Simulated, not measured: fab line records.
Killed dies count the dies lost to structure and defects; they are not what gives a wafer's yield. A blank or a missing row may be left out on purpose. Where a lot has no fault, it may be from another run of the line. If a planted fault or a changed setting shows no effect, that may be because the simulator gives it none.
fab line records	flow gf180mcu
record: lots: 7	wafers: 21	last-day: 34
route steps=602 shown V4@490 MIM@503
lots with no fault: from the same line, run without faults
start-h: start of the lot's first displayed wafer, in hours after the record's first day	wait-h: hours elapsed since this lot's preceding step	" repeats the value in the row above	L1.1+2: several wafers, shown together as one row	- no value present, or no start provided	* or withheld: withheld	< > ~ a bound
route shown NAME@n: a module of which the file shows steps, and the number in the route of the first	usual: mean and standard deviation over wafers with no fault	same: alike in all rows	chamber/n: place in a boat	sites: each site's reading	_std_site: how widely they spread, as a standard deviation	_edge_site: inner sites' mean taken away from outer sites' mean	radius-mm: how far each site lies from the wafer's centre	mask NAME#n: copy n	behind: tool/chamber where the wafer was last shaped	hold: reason for holding the lot/hours on hold/outcome of the hold	device: whichever transistor did not switch (one of n, p or np)	end of line: the tests these same wafers got at the end of their route	for a step that has no rows: nothing shown but its recipe	killed: not the wafer's yield, but the dies lost to structure and defects at the first sort	map: a wafer's dies, x killed, . not, _ none there
set.NAME: the setting that was run; set.NAME@STEP: the one run at that earlier step	model.NAME: the simulator's own value behind a step, which no gauge read
lots at selected steps of the route; one table per step, one row per wafer
services: the hour from which a tool's chamber was out of use, counted from the record's first day as start-h (under 0 if before that day), plus the number of hours and why
== steps ==
step: GF_V4_CD_MEAS_14
recipe: target-cd-nm: 260
usual: cd-nm: 260.0/1.1
lot.wafer	tool	chamber	start-h	wait-h	cd-nm
L267.2	cd-sem-02	-	562.29	0.1	259.8
L267.3	"	-	"	"	261.5
L267.6	"	-	"	"	260.4
L272.1	cd-sem-02	-	596.43	0.1	259.1
L272.3	"	-	"	"	258.9
L272.5	"	-	"	"	260.3
L273.1	cd-sem-01	-	610.46	0.1	259.6
L273.3	"	-	"	"	260.4
L273.5	"	-	"	"	260.0
L274.4	cd-sem-02	-	613.04	0.1	258.8
L274.5	"	-	"	"	257.6
L274.6	"	-	"	"	257.4
L282.2	cd-sem-01	-	678.54	0.1	260.1
L282.3	"	-	"	"	260.4
L282.5	"	-	"	"	260.9
L287.1	cd-sem-01	-	709.37	0.1	260.1
L287.2	"	-	"	"	259.2
L287.4	"	-	"	"	259.3
L290.2	cd-sem-02	-	733.35	0.1	261.1
L290.4	"	-	"	"	261.2
L290.6	"	-	"	"	261.2
step: GF_V4_OVL_MEAS_15
usual: V4_OVL: 0/5.7
lot.wafer	tool	chamber	start-h	wait-h	V4_OVL[nm]
L267.2	overlay-01	-	562.40	0.1	-3
L267.3	"	-	"	"	-17
L267.6	"	-	"	"	-3
L272.1	overlay-02	-	596.55	0.1	0
L272.3	"	-	"	"	6
L272.5	"	-	"	"	4
L273.1	overlay-01	-	610.58	0.1	5
L273.3	"	-	"	"	4
L273.5	"	-	"	"	3
L274.4	overlay-02	-	613.11	0.1	2
L274.5	"	-	"	"	-1
L274.6	"	-	"	"	6
L282.2	overlay-02	-	678.65	0.1	4
L282.3	"	-	"	"	14
L282.5	"	-	"	"	6
L287.1	overlay-02	-	709.49	0.1	1
L287.2	"	-	"	"	3
L287.4	"	-	"	"	-4
L290.2	overlay-02	-	733.45	0.1	-13
L290.4	"	-	"	"	0
L290.6	"	-	"	"	-7
step: GF_V4_ETCH_16
recipe: chemistry: N2/H2	target-depth-a: withheld	overetch-a: withheld	time-s: withheld	target: BARC	ion-energy-ev: 200	source-w: 500	bias-w: 100	pressure-mtorr: 30	n2-flow-sccm: 100	h2-flow-sccm: 200
usual: drypump-motor-current-A: 5.9/0.48	oes-product-au: 0.855/0.0044	throttle-valve-pct: 13.226/0.0095
lot.wafer	tool	chamber	start-h	wait-h	drypump-motor-current-A	oes-product-au	throttle-valve-pct
L267.2	rie-diel-04	0	562.43	0.0	5.4	0.852	13.217
L267.3	"	3	"	"	5.8	0.859	13.243
L267.6	"	2	"	"	6.2	0.855	13.217
L272.1	rie-diel-01	3	596.58	0.0	5.2	0.852	13.245
L272.3	"	1	"	"	6.3	0.851	13.223
L272.5	"	0	"	"	5.9	0.855	13.227
L273.1	rie-diel-04	2	610.62	0.0	6.2	0.848	13.220
L273.3	"	1	"	"	5.8	0.858	13.223
L273.5	"	3	"	"	5.8	0.857	13.223
L274.4	rie-diel-04	3	613.13	0.0	5.8	0.848	13.229
L274.5	"	3	"	"	5.8	0.855	13.216
L274.6	"	0	"	"	5.4	0.853	13.213
L282.2	rie-diel-02	0	678.68	0.0	6.0	0.846	13.217
L282.3	"	1	"	"	6.5	0.861	13.240
L282.5	"	2	"	"	6.7	0.846	13.210
L287.1	rie-diel-01	0	709.53	0.0	5.9	0.850	13.234
L287.2	"	2	"	"	5.5	0.858	13.229
L287.4	"	0	"	"	5.9	0.860	13.236
L290.2	rie-diel-04	1	733.48	0.0	5.8	0.860	13.234
L290.4	"	2	"	"	6.2	0.855	13.221
L290.6	"	2	"	"	6.2	0.856	13.237
step: GF_V4_ETCH_17
recipe: chemistry: C4F8/O2/Ar	mask-material: KrF	target: SiO2	stop-on: TiN	source-w: 1500	bias-w: 1200	pressure-mtorr: 40	c4f8-flow-sccm: withheld	O2_flow_sccm: 6	Ar_flow_sccm: 300	time-s: withheld	target-depth-a: 6300
usual: oes-product-au: 0.857/0.0053
lot.wafer	tool	chamber	start-h	wait-h	oes-product-au
L267.2	rie-diel-04	0	-	-	0.856
L267.3	"	3	"	"	0.851
L267.6	"	2	"	"	0.849
L272.1	rie-diel-01	3	-	-	0.858
L272.3	"	1	"	"	0.860
L272.5	"	0	"	"	0.867
L273.1	rie-diel-04	2	-	-	0.859
L273.3	"	1	"	"	0.864
L273.5	"	3	"	"	0.855
L274.4	rie-diel-04	3	-	-	0.854
L274.5	"	3	"	"	0.864
L274.6	"	0	"	"	0.861
L282.2	rie-diel-02	0	-	-	0.859
L282.3	"	1	"	"	0.861
L282.5	"	2	"	"	0.849
L287.1	rie-diel-01	0	-	-	0.850
L287.2	"	2	"	"	0.858
L287.4	"	0	"	"	0.857
L290.2	rie-diel-04	1	-	-	0.849
L290.4	"	2	"	"	0.857
L290.6	"	2	"	"	0.864
step: GF_V4_STRIP_18
recipe: chemistry: O2/N2	power-w: 1400	pressure-mtorr: 1500	platen-temp-c: 250	o2-flow-sccm: 3000	n2-flow-sccm: 300	overash-fraction: 0.5
usual: drypump-motor-current-A: 5.74/0.11	heater-power-w: 340/40	oes-product-au: 0.593/0.005
lot.wafer	tool	chamber	start-h	wait-h	drypump-motor-current-A	heater-power-w	oes-product-au	rf-hours-counter-h
L267.2	plasma-asher-03	1	562.56	-	5.70	371	0.601	97
L267.3	"	0	"	"	5.69	371	0.583	-
L267.6	"	0	"	"	5.65	382	0.592	-
L272.1	plasma-asher-03	1	596.71	-	5.67	358	0.598	101
L272.3	"	1	"	"	5.68	360	0.586	-
L272.5	"	0	"	"	5.67	379	0.589	-
L273.1	plasma-asher-02	0	610.75	-	5.54	308	0.592	19
L273.3	"	0	"	"	5.54	303	0.581	-
L273.5	"	1	"	"	5.79	388	0.586	-
L274.4	plasma-asher-03	0	613.30	-	5.68	365	0.594	-
L274.5	"	0	"	"	5.66	387	0.596	-
L274.6	"	1	"	"	5.68	351	0.605	-
L282.2	plasma-asher-01	0	678.81	-	5.74	359	0.591	86
L282.3	"	1	"	"	5.86	280	0.589	-
L282.5	"	0	"	"	5.75	365	0.598	-
L287.1	plasma-asher-01	0	709.66	-	5.74	358	0.595	90
L287.2	"	1	"	"	5.89	276	0.584	90
L287.4	"	1	"	"	5.89	284	0.597	-
L290.2	plasma-asher-01	1	733.61	-	5.83	288	0.590	92
L290.4	"	0	"	"	5.75	360	0.595	-
L290.6	"	0	"	"	5.75	365	0.586	-
step: GF_V4_STRIP_19
recipe: chemistry: post-etch-residue-remover	time-s: 1200	temp-c: 72.5
step: GF_V4_CLEAN_20
recipe: chemistry: DIW	dry: n2-spin
step: GF_V4_SPUTTER_21
recipe: material: Ti	target-thk-nm: 15	chamber-pressure-pa: 5	power-w: 2500	substrate-temp-c: 200	time-s: 80.02
step: GF_V4_SPUTTER_22
recipe: material: TiN	target-thk-nm: 10	chamber-pressure-pa: 5	power-w: 4000	time-s: 40
usual: throttle-valve-pct: 29.8/0.72
lot.wafer	tool	chamber	start-h	wait-h	throttle-valve-pct
L267.2	pvd-sputter-03	-	563.18	0.0	29.5
L267.3	"	-	"	"	29.2
L267.6	"	-	"	"	29.1
L272.1	pvd-sputter-02	-	597.34	0.0	29.8
L272.3	"	-	"	"	30.9
L272.5	"	-	"	"	30.7
L273.1	pvd-sputter-03	-	611.37	0.0	28.9
L273.3	"	-	"	"	29.3
L273.5	"	-	"	"	29.5
L274.4	pvd-sputter-02	-	613.87	0.0	30.2
L274.5	"	-	"	"	29.6
L274.6	"	-	"	"	31.0
L282.2	pvd-sputter-01	-	679.81	0.0	30.4
L282.3	"	-	"	"	30.3
L282.5	"	-	"	"	30.2
L287.1	pvd-sputter-03	-	710.31	0.0	29.2
L287.2	"	-	"	"	29.2
L287.4	"	-	"	"	29.6
L290.2	pvd-sputter-01	-	734.20	0.0	30.2
L290.4	"	-	"	"	30.9
L290.6	"	-	"	"	30.6
step: GF_V4_CVD_23
recipe: material: W	target-thk-nm: 350	time-s: 104.9	temp-c: 400	pressure-torr: 40
step: GF_V4_RS_MEAS_24
recipe: thk-meas-gauge: four-point-probe	reads: W_of_V4_CVD_23+TiN_of_V4_SPUTTER_22+Ti_of_V4_SPUTTER_21
usual: V4_W_RS: 0.326/0.0045
lot.wafer	tool	chamber	start-h	wait-h	V4_W_RS[ohm/sq]
L267.2	film-metro-01	-	563.39	0.1	0.322
L267.3	"	-	"	"	0.325
L267.6	"	-	"	"	0.319
L272.1	film-metro-04	-	597.49	0.1	0.339
L272.3	"	-	"	"	0.338
L272.5	"	-	"	"	0.327
L273.1	film-metro-02	-	611.53	0.1	0.329
L273.3	"	-	"	"	0.323
L273.5	"	-	"	"	0.327
L274.4	film-metro-02	-	614.09	0.1	0.322
L274.5	"	-	"	"	0.322
L274.6	"	-	"	"	0.331
L282.2	film-metro-04	-	679.98	0.1	0.327
L282.3	"	-	"	"	0.334
L282.5	"	-	"	"	0.325
L287.1	film-metro-01	-	710.47	0.1	0.320
L287.2	"	-	"	"	0.331
L287.4	"	-	"	"	0.332
L290.2	film-metro-02	-	734.38	0.1	0.329
L290.4	"	-	"	"	0.327
L290.6	"	-	"	"	0.328
step: GF_V4_THK_MEAS_25
recipe: thk-meas-gauge: xrf	reads: W_of_V4_CVD_23
usual: V4_W_THK: 349/6
lot.wafer	tool	chamber	start-h	wait-h	V4_W_THK[nm]
L267.2	film-metro-01	-	563.50	0.1	352
L267.3	"	-	"	"	347
L267.6	"	-	"	"	353
L272.1	film-metro-04	-	597.61	0.1	333
L272.3	"	-	"	"	337
L272.5	"	-	"	"	345
L273.1	film-metro-02	-	611.65	0.1	346
L273.3	"	-	"	"	351
L273.5	"	-	"	"	348
L274.4	film-metro-02	-	614.18	0.1	354
L274.5	"	-	"	"	355
L274.6	"	-	"	"	345
L282.2	film-metro-04	-	680.09	0.1	346
L282.3	"	-	"	"	340
L282.5	"	-	"	"	350
L287.1	film-metro-01	-	710.59	0.1	350
L287.2	"	-	"	"	339
L287.4	"	-	"	"	337
L290.2	film-metro-02	-	734.49	0.1	350
L290.4	"	-	"	"	354
L290.6	"	-	"	"	351
step: GF_V4_CMP_26
recipe: stop-on: SiO2	down-force-psi: 3.5	platen-rpm: 60	t-overpolish-s: 15	target-thk-nm: 0	pad-velocity-m-s: 0.94248
usual: motor-current-A: 10.7/1.3	overpolish-run-s: 15.000/0.0093	time-to-endpoint-s: 85/3.2
lot.wafer	tool	chamber	start-h	wait-h	motor-current-A	overpolish-run-s	time-to-endpoint-s
L267.2	cmp-02	3	563.60	0.1	9.3	15.002	87
L267.3	"	0	"	"	12.1	14.997	87
L267.6	"	2	"	"	11.2	14.987	86
L272.1	cmp-01	3	597.77	0.1	8.9	0.050	126
L272.3	"	0	"	"	11.9	15.008	82
L272.5	"	1	"	"	12.6	0.041	129
L273.1	cmp-01	3	611.71	0.1	8.3	0.037	129
L273.3	"	1	"	"	11.7	15.010	84
L273.5	"	0	"	"	12.1	0.050	129
L274.4	cmp-01	0	614.31	0.1	12.4	14.999	87
L274.5	"	2	"	"	9.3	0.055	131
L274.6	"	3	"	"	8.6	15.000	86
L282.3	cmp-01	1	680.19	0.1	12.1	14.999	84
L282.2	"	2	"	"	10.0	15.005	84
L282.5	"	1	"	"	12.3	15.003	87
L287.2	cmp-01	1	710.65	0.0	12.5	15.001	83
L287.1	"	2	"	"	9.8	15.000	83
L287.4	"	3	"	"	8.5	14.987	80
L290.4	cmp-01	0	734.54	0.0	11.4	15.005	84
L290.2	"	2	"	"	9.6	14.989	82
L290.6	"	1	"	"	12.4	15.004	81
step: GF_MIM_SPUTTER_00
recipe: material: Ti	target-thk-nm: 37.5	arriving-ion-energy-ev: 80	substrate-temp-c: 200	chamber-pressure-pa: 2	power-w: 4000	time-s: 150
usual: throttle-valve-pct: 30.0/0.77
lot.wafer	tool	chamber	start-h	wait-h	throttle-valve-pct
L267.2	pvd-sputter-01	-	563.85	0.2	30.4
L267.3	"	-	"	"	28.9
L267.6	"	-	"	"	28.8
L272.3	pvd-sputter-01	-	597.97	0.1	28.7
L273.3	pvd-sputter-02	-	612.01	0.1	30.4
L274.4	pvd-sputter-01	-	614.51	0.1	30.9
L274.6	"	-	"	"	28.8
L282.2	pvd-sputter-04	-	680.44	0.1	29.3
L282.3	"	-	"	"	28.7
L282.5	"	-	"	"	31.1
L287.1	pvd-sputter-02	-	710.95	0.2	29.5
L287.2	"	-	"	"	29.6
L287.4	"	-	"	"	31.1
L290.2	pvd-sputter-01	-	734.84	0.1	30.2
L290.4	"	-	"	"	30.5
L290.6	"	-	"	"	28.6
== services ==
tool	chamber	start-h	hours	kind
rie-diel-02	0	541.83	42.7	repair
pvd-sputter-02	-	546.38	8.1	repair
cmp-01	-	552.32	6.5	repair
rie-diel-04	2	564.63	12.7	repair
cmp-01	-	572.28	4.0	pm
cmp-01	-	579.63	6.1	pm
cmp-01	-	587.63	2.6	repair
plasma-asher-01	-	604.80	3.2	repair
rie-diel-01	1	606.92	2.8	repair
plasma-asher-01	-	608.02	14.6	pm
rie-diel-04	0	609.78	1.7	repair
cmp-01	-	625.76	1.2	repair
cmp-01	-	630.19	0.3	repair
pvd-sputter-03	-	638.32	0.7	repair
rie-diel-02	3	640.97	68.3	repair
cmp-01	-	668.26	2.4	repair
pvd-sputter-01	-	685.31	1.6	repair
plasma-asher-03	-	687.69	3.6	repair
pvd-sputter-01	-	689.55	0.7	repair
rie-diel-04	1	708.69	7.1	repair
rie-diel-04	-	717.28	0.1	repair
rie-diel-01	2	729.20	2.1	repair
rie-diel-01	-	731.14	0.5	repair
plasma-asher-03	-	733.75	9.0	pm
== key ==
first-sign: step: GF_V4_CMP_26	reading: overpolish-run-s	direction: down	sigmas: 99+	usual: 15.000	struck: 0.047
effect: step: GF_V4_CMP_26	reading: time-to-endpoint-s	direction: up	sigmas: 14	usual: *	struck: *
met-at GF_V4_CMP_26
struck-wafers L272.1,L272.5,L273.1,L273.5,L274.5
later-rows-left-out L272.1,L272.5,L273.1,L273.5,L274.5
sort-left-out L272.1,L272.5,L273.1,L273.5,L274.5
fault: kind: process-parameter-drift	tool: cmp-01	chamber: -	onset-h: 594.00	steps: GF_V4_CMP_26	channel: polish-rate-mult	offset: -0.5	shape: step	end-h: 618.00	scope: struck-wafers-only
sort-left-out: the simulated sort isn't trusted on such a fault, so these wafers' sort isn't shown, and their yield isn't known
later-rows-left-out: the simulator's readings of these wafers behind a module that went badly wrong aren't trusted and aren't shown, but for the sort
